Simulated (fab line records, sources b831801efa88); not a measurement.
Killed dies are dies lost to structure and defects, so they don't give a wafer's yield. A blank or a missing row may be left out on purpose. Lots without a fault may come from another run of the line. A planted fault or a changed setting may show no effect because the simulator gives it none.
Chamber matching | flow sfq_line | SFQ_TRILAYER_I2_DEP_PECVD_063 on pecvd-03: 3 sister chambers
The step deposits SiO2 from SiH4/N2O, time 111.11 s, target thk 500 nm. 3 wafers are shown with their chamber, then 7 later ones without.

WAFERS WITH THEIR CHAMBER
wafer  | chamber | throttle_valve_pct (%)
L347.4 | 1       | 24.2
L351.1 | 0       | 23.6
L351.3 | 2       | 27.4

WAFERS WITHOUT THEIR CHAMBER
wafer  | throttle_valve_pct (%)
L351.4 | 23.7
L359.1 | 23.6
L359.3 | 27.3
L359.6 | 23.3
L362.2 | 23.7
L362.5 | 23.4
L362.6 | 24.4

WHICH CHAMBER EACH WENT THROUGH
wafer  | from the rows above | in truth
L351.4 | 0                   | 0
L359.1 | 0                   | 0
L359.3 | 2                   | 2
L359.6 | 0                   | 0
L362.2 | 0                   | 0
L362.5 | 0                   | 0
L362.6 | 1                   | 1
Placed correctly: 7 of 7. Can't be placed from these rows: 0. Placed wrongly: 0.
How it was worked out, from the rows above alone: a wafer's distance from a chamber is the root of the sum, over the readings, of the square of ((its reading less the chamber's mean) divided by the reading's scatter). The wafer belongs to the nearest chamber; if the next one is less than 2 further off, it can't be placed. A chamber's mean is the mean of its shown wafers. The scatter: with one shown wafer a chamber, the root of the mean of the squares of how far each hidden wafer lies from its nearest shown one.
